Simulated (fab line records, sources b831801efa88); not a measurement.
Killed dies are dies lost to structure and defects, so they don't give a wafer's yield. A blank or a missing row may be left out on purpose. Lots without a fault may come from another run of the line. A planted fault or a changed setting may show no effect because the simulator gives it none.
fab line records | flow sky130
record lots=5 wafers=15 last_day=50
route steps=708 shown VIA4@639 METAL5@661 PAD_OPEN@708
lots that met no fault: from a run of the same line without faults
start_h: hours from the record's first day to the start of the lot's first wafer shown | wait_h: hours since the lot's step before | " the same as in the row above | L1.1+2: a row that stands for several wafers | - no value, or no start given | * or withheld: withheld | < > ~ a bound
route shown NAME@n: a module of which the file shows steps, and the number in the route of the first | usual: mean/standard deviation of fault-free wafers | same: alike in all rows | chamber/n: place in a boat | sites: the reading at each site | _std_site: their standard deviation | _edge_site: outer sites' mean less inner sites' | radius_mm: how far each site lies from the wafer's centre | mask NAME#n: copy n | behind: the tool/chamber that last shaped the wafer | hold: why the lot was held/for how many hours/how that ended | device: the transistor (n, p or np) that didn't switch | end of line: the same wafers' tests at the end of the route | a step without rows: its recipe alone | killed: dies lost to structure and defects at the first sort, not the wafer's yield | map: a wafer's dies, x killed, . not, _ none there
set.NAME: the setting as run; set.NAME@STEP: as run at that earlier step | model.NAME: the simulator's own value behind a step, which no gauge read
lots at some steps of the route; a table a step, a row a wafer
services: from which hour (start_h, from the record's first day; less than 0 if before it) a tool's chamber was out of use, for how many hours, and why
## steps
# step SKY_VIA4_HDPCVD_00
# recipe material=SiO2 target_thk_nm=1750 sigma_open_frac=0.3 time_s=291.7 temp_c=400 sih4_flow_sccm=60 pressure_mtorr=6
# step SKY_VIA4_THK_MEAS_01
# recipe reads=SiO2_of_VIA4_HDPCVD_00
# usual VIA4_HDPCVD_THK=1753/15
# columns lot.wafer tool chamber start_h wait_h VIA4_HDPCVD_THK[nm]
L615.2 film_metro-04 - 972.66 0.1 1762
L615.3 " - " " 1768
L615.6 " - " " 1744
L618.1 film_metro-03 - 995.03 0.1 1756
L618.2 " - " " 1758
L618.3 " - " " 1762
L621.1 film_metro-03 - 1039.14 0.1 1743
L621.2 " - " " 1762
L621.6 " - " " 1760
L628.1 film_metro-01 - 1065.47 0.1 1737
L628.2 " - " " 1756
L628.3 " - " " 1749
L637.1 film_metro-03 - 1118.13 0.1 1743
L637.3 " - " " 1759
L637.5 " - " " 1762
# step SKY_VIA4_CMP_02
# recipe material=SiO2 down_force_psi=4 platen_rpm=60 pad_velocity_m_s=0.94248
# step SKY_VIA4_BOW_MEAS_03
# recipe mode=bow
# usual VIA4_BOW=79/8.1
# columns lot.wafer tool chamber start_h wait_h VIA4_BOW[um]
L615.2 film_metro-01 - 973.03 0.1 76
L615.3 " - " " 80
L615.6 " - " " 80
L618.1 film_metro-01 - 995.39 0.2 83
L618.2 " - " " 86
L618.3 " - " " 99
L621.1 film_metro-03 - 1039.50 0.1 73
L621.2 " - " " 87
L621.6 " - " " 73
L628.1 film_metro-04 - 1066.85 0.2 68
L628.2 " - " " 68
L628.3 " - " " 77
L637.1 film_metro-03 - 1118.49 0.1 86
L637.3 " - " " 89
L637.5 " - " " 91
# step SKY_VIA4_DEHYDRATE_04
# recipe temp_c=200 time_s=60
# step SKY_VIA4_HMDS_05
# recipe prime_time_s=60 prime_temp_c=120
# step SKY_VIA4_COAT_06
# recipe resist=NOVOLAK spin_rpm=3000 resist_thk_nm=1140
# step SKY_VIA4_SOFTBAKE_07
# recipe temp_c=90 time_s=60 resist=NOVOLAK
# step SKY_VIA4_EXPOSE_08
# recipe mask_id=VIM4 na=0.6 source_shape=conventional sigma_outer=0.6 polarization=unpolarized target_cd_nm=800 dose_mj=132
# step SKY_VIA4_PEB_09
# recipe temp_c=withheld time_s=* resist=NOVOLAK
# step SKY_VIA4_DEVELOP_10
# recipe resist=NOVOLAK developer=TMAH develop_time_s=60 dev_temp_c=23
# step SKY_VIA4_OVL_MEAS_11
# usual VIA4_OVL=-0.8/1.2
# columns lot.wafer tool chamber start_h wait_h VIA4_OVL[nm]
L615.2 overlay-01 - 996.29 0.1 -1.0
L615.3 " - " " -2.0
L615.6 " - " " -1.6
L618.1 overlay-02 - 1017.69 0.1 1.7
L618.2 " - " " 1.0
L618.3 " - " " 2.1
L621.1 overlay-02 - 1061.36 0.1 -0.5
L621.2 " - " " -2.8
L621.6 " - " " -2.2
L628.1 overlay-02 - 1086.89 0.1 -1.2
L628.2 " - " " -1.9
L628.3 " - " " 0.6
L637.1 overlay-01 - 1137.81 0.1 -2.1
L637.3 " - " " -2.4
L637.5 " - " " -1.9
# step SKY_VIA4_ETCH_12
# recipe target=SiO2 chemistry=C4F8/O2/Ar stop_on=TiN mask_material=NOVOLAK source_w=1500 bias_w=1200 pressure_mtorr=40 c4f8_flow_sccm=withheld O2_flow_sccm=6 Ar_flow_sccm=300 time_s=withheld target_depth_a=5800
# usual oes_product_au=0.926/0.0046 rf_fwd_power_W=1490/4.8
# columns lot.wafer tool chamber start_h wait_h oes_product_au rf_fwd_power_W
L615.2 rie_diel-02 3 996.32 0.0 0.939 1487
L615.3 " 1 " " 0.928 1488
L615.6 " 0 " " 0.930 1495
L618.1 rie_diel-03 0 1017.73 0.0 0.920 1489
L618.2 " 3 " " 0.929 1487
L618.3 " 1 " " 0.922 1485
L621.1 rie_diel-04 2 1061.40 0.0 0.931 1497
L621.2 " 3 " " 0.923 1495
L621.6 " 1 " " 0.920 1495
L628.1 rie_diel-04 2 1086.93 0.0 0.926 1491
L628.2 " 3 " " 0.929 1490
L628.3 " 1 " " 0.926 1488
L637.1 rie_diel-03 1 1137.85 0.0 0.922 1494
L637.3 " 2 " " 0.925 1494
L637.5 " 1 " " 0.928 1491
# step SKY_VIA4_STRIP_13
# recipe chemistry=O2/N2 power_w=1400 pressure_mtorr=1500 platen_temp_c=withheld o2_flow_sccm=3000 n2_flow_sccm=300 overash_fraction=0.5
# usual drypump_motor_current_A=5.7/0.37 n2_flow_sccm=300.0/0.96 oes_product_au=0.709/0.0043 strip_time_to_endpoint_s=12.81/0.033
# columns lot.wafer tool chamber start_h wait_h drypump_motor_current_A n2_flow_sccm oes_product_au rf_hours_counter_h strip_time_to_endpoint_s
L615.2 plasma_asher-04 1 996.39 - 6.2 299.7 0.714 86 12.75
L615.3 " 0 " " 5.8 300.8 0.705 - 12.82
L615.6 " 1 " " 6.3 299.9 0.706 - 12.82
L618.1 plasma_asher-04 0 1017.80 - 5.8 298.7 0.710 88 12.79
L618.2 " 1 " " 6.2 299.8 0.707 88 12.78
L618.3 " 0 " " 5.8 299.0 0.711 - 12.82
L621.1 plasma_asher-03 1 1061.47 - 5.5 301.1 0.714 32 12.79
L621.2 " 0 " " 5.7 300.3 0.714 32 12.81
L621.6 " 1 " " 5.5 299.5 0.711 - 12.81
L628.1 plasma_asher-04 1 1087.00 - 6.3 301.2 0.707 95 12.80
L628.2 " 0 " " 5.8 299.7 0.705 95 12.78
L628.3 " 1 " " 6.2 300.6 0.710 - 12.80
L637.1 plasma_asher-02 0 1137.92 - 5.8 300.4 0.716 71 12.81
L637.3 " 0 " " 5.8 301.5 0.705 - 12.83
L637.5 " 1 " " 5.1 299.5 0.708 - 12.77
# step SKY_VIA4_STRIP_14
# recipe chemistry=post_etch_residue_remover time_s=1200 temp_c=72.5
# step SKY_VIA4_CLEAN_15
# recipe chemistry=IPA time_s=180 temp_c=25
# step SKY_VIA4_CLEAN_16
# recipe chemistry=O3/DIW dry=n2_spin
# step SKY_VIA4_SPUTTER_17
# recipe material=TiN target_thk_nm=20 chamber_pressure_pa=5 power_w=4000 time_s=80
# usual throttle_valve_pct=30.3/1.2
# columns lot.wafer tool chamber start_h wait_h throttle_valve_pct
L615.2 pvd_sputter-04 - 996.99 0.0 29.7
L615.3 " - " " 30.8
L615.6 " - " " 29.8
L618.1 pvd_sputter-01 - 1018.43 0.0 29.7
L618.2 " - " " 30.1
L618.3 " - " " 31.2
L621.1 pvd_sputter-03 - 1062.09 0.0 28.8
L621.2 " - " " 31.5
L621.6 " - " " 28.8
L628.1 pvd_sputter-01 - 1087.59 0.0 30.2
L628.2 " - " " 32.1
L628.3 " - " " 31.3
L637.1 pvd_sputter-03 - 1138.51 0.0 31.4
L637.3 " - " " 28.8
L637.5 " - " " 28.5
# step SKY_VIA4_CVD_18
# recipe material=W target_thk_nm=505 time_s=152.14 temp_c=400 pressure_torr=40
# step SKY_VIA4_RS_MEAS_19
# recipe thk_meas_gauge=four-point-probe reads=W_of_VIA4_CVD_18+TiN_of_VIA4_SPUTTER_17
# usual VIA4_W_RS=0.226/0.0031
# columns lot.wafer tool chamber start_h wait_h VIA4_W_RS[ohm/sq]
L615.2 film_metro-04 - 997.23 0.1 0.230
L615.3 " - " " 0.227
L615.6 " - " " 0.231
L618.1 film_metro-01 - 1018.64 0.1 0.227
L618.2 " - " " 0.227
L618.3 " - " " 0.228
L621.1 film_metro-04 - 1062.30 0.1 0.225
L621.2 " - " " 0.222
L621.6 " - " " 0.222
L628.1 film_metro-01 - 1087.80 0.1 0.228
L628.2 " - " " 0.229
L628.3 " - " " 0.228
L637.1 film_metro-04 - 1138.72 0.1 0.226
L637.3 " - " " 0.227
L637.5 " - " " 0.228
# step SKY_VIA4_THK_MEAS_20
# recipe thk_meas_gauge=xrf reads=W_of_VIA4_CVD_18
# usual VIA4_W_THK=514/9.9
# columns lot.wafer tool chamber start_h wait_h VIA4_W_THK[nm]
L615.2 film_metro-04 - 997.34 0.1 499
L615.3 " - " " 504
L615.6 " - " " 499
L618.1 film_metro-01 - 1018.76 0.1 509
L618.2 " - " " 508
L618.3 " - " " 508
L621.1 film_metro-04 - 1062.42 0.1 505
L621.2 " - " " 514
L621.6 " - " " 511
L628.1 film_metro-01 - 1087.92 0.1 506
L628.2 " - " " 503
L628.3 " - " " 508
L637.1 film_metro-04 - 1138.84 0.1 501
L637.3 " - " " 501
L637.5 " - " " 501
# step SKY_VIA4_CMP_21
# recipe stop_on=SiO2 t_overpolish_s=25 down_force_psi=3.5 platen_rpm=60 target_thk_nm=0 pad_velocity_m_s=0.94248
# step SKY_METAL5_SPUTTER_00
# recipe material=Ti target_thk_nm=15 power_w=3000 time_s=10 chamber_pressure_pa=0.4
# step SKY_METAL5_SPUTTER_01
# recipe material=TiN target_thk_nm=20 power_w=6500 time_s=16.7 chamber_pressure_pa=0.4
# step SKY_METAL5_SPUTTER_02
# recipe material=AlCu target_thk_nm=1150 power_w=10600 time_s=61.2 chamber_pressure_pa=0.4
# step SKY_METAL5_SPUTTER_03
# recipe material=Ti target_thk_nm=5 power_w=3000 time_s=3.3 chamber_pressure_pa=0.4
# usual throttle_valve_pct=29.8/1.1
# columns lot.wafer tool chamber start_h wait_h throttle_valve_pct
L615.2 pvd_sputter-02 - 997.78 0.0 30.0
L615.3 " - " " 29.7
L615.6 " - " " 27.8
L618.1 pvd_sputter-04 - 1019.28 0.0 30.9
L618.2 " - " " 30.5
L618.3 " - " " 28.7
L621.1 pvd_sputter-02 - 1062.88 0.0 29.8
L621.2 " - " " 29.7
L621.6 " - " " 29.9
L628.1 pvd_sputter-02 - 1088.75 0.0 30.0
L628.2 " - " " 27.7
L628.3 " - " " 29.7
L637.1 pvd_sputter-02 - 1139.30 0.0 27.9
L637.3 " - " " 30.0
L637.5 " - " " 29.9
# step SKY_METAL5_SPUTTER_04
# recipe material=TiN target_thk_nm=70 power_w=6500 time_s=58.3 chamber_pressure_pa=0.4
# usual throttle_valve_pct=29.8/1
# columns lot.wafer tool chamber start_h wait_h throttle_valve_pct
L615.2 pvd_sputter-02 - 997.80 0.0 30.0
L615.3 " - " " 29.7
L615.6 " - " " 27.8
L618.1 pvd_sputter-04 - 1019.30 0.0 30.9
L618.2 " - " " 30.2
L618.3 " - " " 29.2
L621.1 pvd_sputter-02 - 1062.90 0.0 29.3
L621.2 " - " " 30.3
L621.6 " - " " 29.7
L628.1 pvd_sputter-02 - 1088.77 0.0 29.7
L628.2 " - " " 27.7
L628.3 " - " " 29.4
L637.1 pvd_sputter-02 - 1139.32 0.0 27.6
L637.3 " - " " 29.9
L637.5 " - " " 30.1
# step SKY_METAL5_RS_MEAS_05
# recipe thk_meas_gauge=four-point-probe reads=TiN_of_METAL5_SPUTTER_04+Ti_of_METAL5_SPUTTER_03+AlCu_of_METAL5_SPUTTER_02+TiN_of_METAL5_SPUTTER_01+Ti_of_METAL5_SPUTTER_00
# usual METAL5_ALCU_RS=0.0271/0.00032
# columns lot.wafer tool chamber start_h wait_h METAL5_ALCU_RS[ohm/sq]
L615.2 film_metro-02 - 997.87 0.0 0.0272
L615.3 " - " " 0.0273
L615.6 " - " " 0.0273
L618.1 film_metro-01 - 1019.35 0.0 0.0269
L618.2 " - " " 0.0268
L618.3 " - " " 0.0270
L621.1 film_metro-01 - 1062.95 0.0 0.0280
L621.2 " - " " 0.0280
L621.6 " - " " 0.0278
L628.1 film_metro-03 - 1088.82 0.0 0.0273
L628.2 " - " " 0.0274
L628.3 " - " " 0.0276
L637.1 film_metro-01 - 1139.37 0.0 0.0273
L637.3 " - " " 0.0272
L637.5 " - " " 0.0273
# step SKY_METAL5_THK_MEAS_06
# recipe thk_meas_gauge=xrf reads=AlCu_of_METAL5_SPUTTER_02
# usual METAL5_ALCU_THK=1174/15
# columns lot.wafer tool chamber start_h wait_h METAL5_ALCU_THK[nm]
L615.2 film_metro-02 - 997.98 0.1 1180
L615.3 " - " " 1169
L615.6 " - " " 1180
L618.1 film_metro-01 - 1019.47 0.1 1180
L618.2 " - " " 1187
L618.3 " - " " 1177
L621.1 film_metro-01 - 1063.07 0.1 1141
L621.2 " - " " 1156
L621.6 " - " " 1158
L628.1 film_metro-03 - 1088.94 0.1 1161
L628.2 " - " " 1157
L628.3 " - " " 1151
L637.1 film_metro-01 - 1139.49 0.1 1170
L637.3 " - " " 1174
L637.5 " - " " 1172
# step SKY_METAL5_DEHYDRATE_07
# recipe temp_c=200 time_s=60
# step SKY_METAL5_HMDS_08
# recipe prime_time_s=60 prime_temp_c=120
# step SKY_METAL5_COAT_09
# recipe resist=NOVOLAK spin_rpm=3000 resist_thk_nm=1800
# step SKY_METAL5_SOFTBAKE_10
# recipe temp_c=90 time_s=60 resist=NOVOLAK
# step SKY_METAL5_EXPOSE_11
# recipe mask_id=MM5 na=0.6 source_shape=conventional sigma_outer=0.6 polarization=unpolarized target_cd_nm=1600 dose_mj=190
# step SKY_METAL5_PEB_12
# recipe temp_c=withheld time_s=* resist=NOVOLAK
# step SKY_METAL5_DEVELOP_13
# recipe resist=NOVOLAK developer=TMAH develop_time_s=60 dev_temp_c=23
# step SKY_METAL5_DESCUM_14
# recipe chemistry=O2 source_power_w=150 bias_power_w=0 pressure_mtorr=10 temp_c=40 time_s=11
# step SKY_METAL5_METAL_ETCH_15
# recipe target_depth_a=12600 stop_on=SiO2 over_etch_frac=0.2 time_s=252 chemistry=Cl2/BCl3 resist_sidewall_deg=86 pressure_mtorr=10 icp_w=900 bias_w=48.5 Cl2_flow_sccm=60 bcl3_flow_sccm=30
# usual drypump_motor_current_A=5.9/0.56 he_backside_leak_sccm=3.41/0.23 oes_product_au=0.894/0.0054 rf_fwd_power_W=898.4/2.8 throttle_valve_pct=22.265/0.0088
# columns lot.wafer tool chamber start_h wait_h drypump_motor_current_A he_backside_leak_sccm oes_product_au rf_fwd_power_W rf_hours_counter_h throttle_valve_pct
L615.2 rie_metal-02 1 1020.57 0.0 6.1 3.30 0.897 897.7 18 22.257
L615.3 " 1 " " 6.2 3.25 0.894 898.9 - 22.277
L615.6 " 0 " " 6.0 3.35 0.900 893.2 - 22.264
L618.1 rie_metal-04 0 1041.56 0.1 6.5 3.17 0.893 906.9 19 22.267
L618.2 " 0 " " 6.5 3.20 0.901 901.1 - 22.275
L618.3 " 0 " " 6.5 3.15 0.899 903.7 - 22.252
L621.1 rie_metal-01 1 1083.61 0.0 4.9 3.68 0.894 896.5 16 22.251
L621.2 " 0 " " 5.8 3.57 0.877 899.6 19 22.269
L621.6 " 0 " " 5.8 3.39 0.895 897.0 - 22.255
L628.1 rie_metal-01 0 1108.86 0.0 5.8 3.49 0.897 896.0 21 22.258
L628.2 " 1 " " 4.9 3.60 0.899 895.6 18 22.261
L628.3 " 1 " " 4.9 3.60 0.901 898.1 - 22.287
L637.1 rie_metal-01 1 1157.06 0.0 4.9 3.66 0.892 894.4 22 22.266
L637.3 " 0 " " 5.8 3.60 0.886 897.7 - 22.256
L637.5 " 1 " " 5.0 3.63 0.896 897.0 - 22.276
# step SKY_METAL5_STRIP_16
# recipe chemistry=O2/N2 power_w=1400 pressure_mtorr=1500 platen_temp_c=withheld o2_flow_sccm=3000 n2_flow_sccm=300 overash_fraction=0.5
# step SKY_METAL5_STRIP_17
# recipe chemistry=post_etch_residue_remover time_s=1200 temp_c=72.5
# step SKY_METAL5_CLEAN_18
# recipe chemistry=IPA time_s=180 temp_c=25
# step SKY_METAL5_CLEAN_19
# recipe chemistry=O3/DIW dry=n2_spin
# step SKY_PAD_OPEN_PROBE_99
# usual defect_limited_yield=82.0/1.9 killed_at_M0_to_M3=45/6.9 killed_at_M4_up=3.0/1.7 killed_at_contacts=25/5.6 killed_at_front_end=15/4.2 killed_at_other=0.3/0.55 killed_dies=89/9.6 killed_open=49/7.2 killed_short=39/6.5 sort_bin_3_pad_short=0.9/0.44 sort_bin_5_function=10.7/1.4 sort_bin_6_memory=6.4/1.3 sort_n_pass=403/9.6 sort_yield_pct=82.0/1.9
# same gross_dies=492 killed_at_back_side=0 sort_bin_4_leakage[%]=0 sort_bin_8_speed[%]=0
# columns lot.wafer tool chamber start_h wait_h defect_limited_yield[%] killed_at_M0_to_M3 killed_at_M4_up killed_at_contacts killed_at_front_end killed_at_other killed_dies killed_open killed_short sort_bin_3_pad_short[%] sort_bin_5_function[%] sort_bin_6_memory[%] sort_n_pass sort_yield_pct[%] model.etest.tester.sort_n_pass model.etest.tester.sort_yield_pct model.etest.tester.sort_bin_5_pct model.etest.tester.sort_bin_3_pct
L615.2 prober-02 - 1068.20 0.1 83.3 40 3 25 14 0 82 48 34 1.6 9.8 5.3 410 83.3 410 83.33 9.756 1.626
L615.3 prober-02 - 1068.25 0.2 80.3 45 3 30 18 1 97 57 40 1.2 11.8 6.7 395 80.3 395 80.28 11.79 1.22
L615.6 prober-02 - 1068.40 0.2 80.1 49 1 34 14 0 98 55 43 1.4 12.6 5.9 394 80.1 394 80.08 12.6 1.423
L618.1 prober-01 - 1087.94 0.1 83.1 50 2 23 8 0 83 42 41 1.2 9.8 5.9 409 83.1 409 83.13 9.756 1.22
L618.2 prober-01 - 1087.99 0.1 82.1 51 6 22 9 0 88 49 38 0.8 10.8 6.3 404 82.1 404 82.11 10.77 0.813
L618.3 prober-01 - 1088.04 0.2 80.7 48 4 22 21 0 95 56 39 1.0 10.0 8.3 397 80.7 397 80.69 9.959 1.016
L621.1 prober-01 - 1128.59 0.1 81.3 53 3 22 13 1 92 51 41 0.6 8.7 9.3 400 81.3 400 81.3 8.74 0.6098
L621.2 prober-01 - 1128.64 0.1 82.3 48 5 20 14 0 87 47 40 1.4 10.0 6.3 405 82.3 405 82.32 9.959 1.423
L621.6 prober-01 - 1128.84 0.2 84.8 37 3 21 12 2 75 35 38 1.2 8.9 5.1 417 84.8 417 84.76 8.943 1.22
L628.1 prober-02 - 1150.21 0.1 85.2 41 3 17 12 0 73 41 31 1.0 9.3 4.5 419 85.2 419 85.16 9.35 1.016
L628.2 prober-02 - 1150.26 0.1 73.8 47 44 20 17 1 129 48 36 1.8 16.5 7.9 363 73.8 363 73.78 16.46 1.829
L628.3 prober-02 - 1150.31 0.2 79.7 48 2 31 18 1 100 60 37 0.4 12.6 7.3 392 79.7 392 79.67 12.6 0.4065
L637.1 prober-01 - 1193.68 0.1 80.5 42 3 32 19 0 96 51 45 1.0 11.8 6.7 396 80.5 396 80.49 11.79 1.016
L637.3 prober-01 - 1193.78 0.2 82.1 45 2 19 22 0 88 53 35 0.6 10.6 6.7 404 82.1 404 82.11 10.57 0.6098
L637.5 prober-01 - 1193.88 0.2 80.1 47 8 24 19 0 98 55 43 0.4 12.4 7.1 394 80.1 394 80.08 12.4 0.4065
# killed by level:class
L615.2 CONTACT:geometric_particle:open=11 VIA1:geometric_particle:open=9 LI_CONTACT:geometric_particle:open=7 METAL1:geometric_particle:short=6 METAL3:geometric_particle:short=6 FIELD_ISO:geometric_particle:open=5 VIA2:geometric_particle:open=5 VIA3:geometric_particle:open=5
L615.3 VIA1:geometric_particle:open=15 LI_CONTACT:geometric_particle:open=10 FIELD_ISO:geometric_particle:open=6 LOCAL_INTERCONNECT:geometric_particle:short=6 CONTACT:geometric_particle:open=6 VIA2:geometric_particle:open=6 VIA2:geometric_particle:short=5 LI_CONTACT:geometric_particle:short=4
L615.6 CONTACT:geometric_particle:open=14 LI_CONTACT:geometric_particle:open=8 VIA1:geometric_particle:open=8 VIA2:geometric_particle:short=7 VIA2:geometric_particle:open=6 METAL1:geometric_particle:short=5 METAL2:geometric_particle:short=5 FIELD_ISO:geometric_particle:open=4
L618.1 VIA1:geometric_particle:open=10 CONTACT:geometric_particle:open=8 METAL2:geometric_particle:short=8 METAL3:geometric_particle:short=6 VIA3:geometric_particle:open=6 VIA2:geometric_particle:short=5 LI_CONTACT:geometric_particle:open=5 VIA2:geometric_particle:open=5
L618.2 VIA3:geometric_particle:open=9 VIA1:geometric_particle:open=9 LI_CONTACT:geometric_particle:open=8 CONTACT:geometric_particle:open=7 VIA1:geometric_particle:short=6 VIA2:geometric_particle:open=5 POLY_GATE:geometric_particle:short=4 LI_CONTACT:geometric_particle:short=4
L618.3 VIA1:geometric_particle:open=13 LI_CONTACT:geometric_particle:open=9 VIA2:geometric_particle:open=8 METAL1:geometric_particle:short=7 POLY_GATE:geometric_particle:open=6 VIA3:geometric_particle:open=6 POLY_GATE:geometric_particle:short=5 CONTACT:geometric_particle:open=5
L621.1 VIA1:geometric_particle:open=15 LI_CONTACT:geometric_particle:open=9 METAL2:geometric_particle:short=8 VIA3:geometric_particle:open=7 FIELD_ISO:geometric_particle:open=5 POLY_GATE:geometric_particle:short=5 VIA2:geometric_particle:open=5 VIA3:geometric_particle:short=5
L621.2 VIA1:geometric_particle:open=11 LOCAL_INTERCONNECT:geometric_particle:short=7 CONTACT:geometric_particle:open=7 VIA3:geometric_particle:open=7 METAL1:geometric_particle:short=6 VIA1:geometric_particle:short=5 METAL2:geometric_particle:short=5 VIA2:geometric_particle:open=5
L621.6 VIA1:geometric_particle:open=8 VIA1:geometric_particle:short=6 LI_CONTACT:geometric_particle:open=6 FIELD_ISO:geometric_particle:open=5 LI_CONTACT:geometric_particle:short=5 CONTACT:geometric_particle:open=5 METAL2:geometric_particle:short=5 FIELD_ISO:geometric_particle:short=3
L628.1 CONTACT:geometric_particle:open=8 VIA3:geometric_particle:open=8 METAL2:geometric_particle:short=7 VIA1:geometric_particle:open=6 VIA1:geometric_particle:short=4 METAL2:geometric_particle:open=4 VIA2:geometric_particle:open=4 FIELD_ISO:geometric_particle:short=3
L628.2 VIA4:unspecified=44 VIA1:geometric_particle:open=10 VIA3:geometric_particle:open=9 CONTACT:geometric_particle:open=8 METAL1:geometric_particle:short=6 LI_CONTACT:geometric_particle:open=5 METAL2:geometric_particle:short=5 VIA2:geometric_particle:open=5
L628.3 LI_CONTACT:geometric_particle:open=14 VIA1:geometric_particle:short=8 CONTACT:geometric_particle:open=8 VIA1:geometric_particle:open=8 METAL3:geometric_particle:short=7 VIA2:geometric_particle:open=6 VIA3:geometric_particle:open=6 CONTACT:geometric_particle:short=5
L637.1 CONTACT:geometric_particle:open=13 VIA1:geometric_particle:open=9 VIA3:geometric_particle:open=9 VIA1:geometric_particle:short=8 CONTACT:geometric_particle:short=7 FIELD_ISO:geometric_particle:short=6 LI_CONTACT:geometric_particle:open=6 VIA2:geometric_particle:open=6
L637.3 VIA1:geometric_particle:open=19 VIA3:geometric_particle:open=8 FIELD_ISO:geometric_particle:open=7 CONTACT:geometric_particle:short=6 LI_CONTACT:geometric_particle:open=6 VIA2:geometric_particle:open=6 POLY_GATE:geometric_particle:short=5 POLY_GATE:geometric_particle:open=5
L637.5 VIA3:geometric_particle:open=11 CONTACT:geometric_particle:open=10 VIA1:geometric_particle:open=8 LI_CONTACT:geometric_particle:open=7 METAL1:geometric_particle:short=7 METAL4:geometric_particle:short=6 VIA2:geometric_particle:open=5 FIELD_ISO:geometric_particle:short=4
# map L628.2 (x killed, . not)
__________..x...x..._________
________........x...x._______
______.....x.x.........._____
_____.......x............____
____.x.x.x........x.......___
___xxx..x......x.x.x.xxxx..__
__........xx.x..x..xxxx.x..._
_.......x..x...x..xxxxxxxxx..
_....x...x.x....xx.xxxxxxx..x
_......x....x....xxxxxxxxxx..
_......x...x.....xxxxxxxxxxx.
_......x...........x.xxx.x...
_....x.x......x....x.....x...
_.x......x.x...x.......xxx..x
_.x......x..x.......x.xx.....
__.........x.....xx........x_
___.x.............xx..x..x.__
____..x...................___
_____...........x.x..xx.x____
______....x........xx..._____
________.....xxx....x._______
__________........x._________
# map L621.1 (x killed, . not)
__________....x....x_________
________x...x.x..x...._______
______x................._____
_____x......xxx....x....x____
____...x..x.x.x.......x..x___
___.....x......x.....x.....__
__.xx.xx....x.........xx...._
_.......x..........x....x.x..
_....x...........x.x........x
_x...........x..............x
_....xx................x...xx
_............x............x..
_......x..........x.xx.x.....
_........x..x............xx..
_x....x......x.....xx.x.x..xx
__..x..x....x............x.._
___x...x.....x........x....__
____x.....x.........x....x___
_____.....x....xx..x.x...____
______x.....x..x......x._____
________.......x.x...._______
__________...xx..x.x_________
## services
# columns tool chamber start_h hours kind
plasma_asher-03 - 990.13 15.6 pm
pvd_sputter-04 - 1010.48 1.7 repair
pvd_sputter-01 - 1016.94 1.3 repair
pvd_sputter-04 1 1017.32 - consumable_replace:kit
pvd_sputter-04 1 1017.32 18.0 scheduled_down
rie_metal-02 0 1041.33 1.7 repair
pvd_sputter-02 - 1042.02 13.8 repair
pvd_sputter-02 2 1062.95 - consumable_replace:kit
pvd_sputter-02 2 1062.95 18.0 scheduled_down
pvd_sputter-02 2 1062.95 18.0 vent_cycle
rie_diel-03 - 1067.09 2.8 pm
pvd_sputter-02 - 1067.48 12.5 repair
plasma_asher-02 - 1089.96 0.7 repair
rie_metal-02 0 1098.27 5.1 repair
rie_diel-04 2 1113.39 12.9 repair
rie_diel-04 - 1120.04 2.5 repair
rie_metal-02 - 1122.50 0.2 repair
rie_diel-04 - 1123.65 2.8 pm
plasma_asher-04 - 1131.39 2.8 pm
rie_diel-02 0 1134.09 3.9 repair
plasma_asher-04 - 1142.76 1.0 repair
rie_metal-01 0 1144.76 5.6 repair
rie_diel-02 - 1150.89 1.2 repair
plasma_asher-02 - 1151.64 4.4 repair
## key
first_sign step=SKY_PAD_OPEN_PROBE_99 reading=killed_at_M4_up direction=up sigmas=24 usual=3.0 struck=44
effect step=SKY_PAD_OPEN_PROBE_99 reading=sort_n_pass direction=down sigmas=4.2 usual=403 struck=363
model_effect step=SKY_PAD_OPEN_PROBE_99 value=etest.tester.sort_n_pass without=403 struck=363
met_at SKY_VIA4_ETCH_12
struck_wafers L628.2
onset_between 1061.40 1086.93
fault kind=chamber_particle_source tool=rie_diel-04 chamber=3 onset_h=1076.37 steps=SKY_VIA4_ETCH_12 rate_per_visit_cm2=0.38952 end_h=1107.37
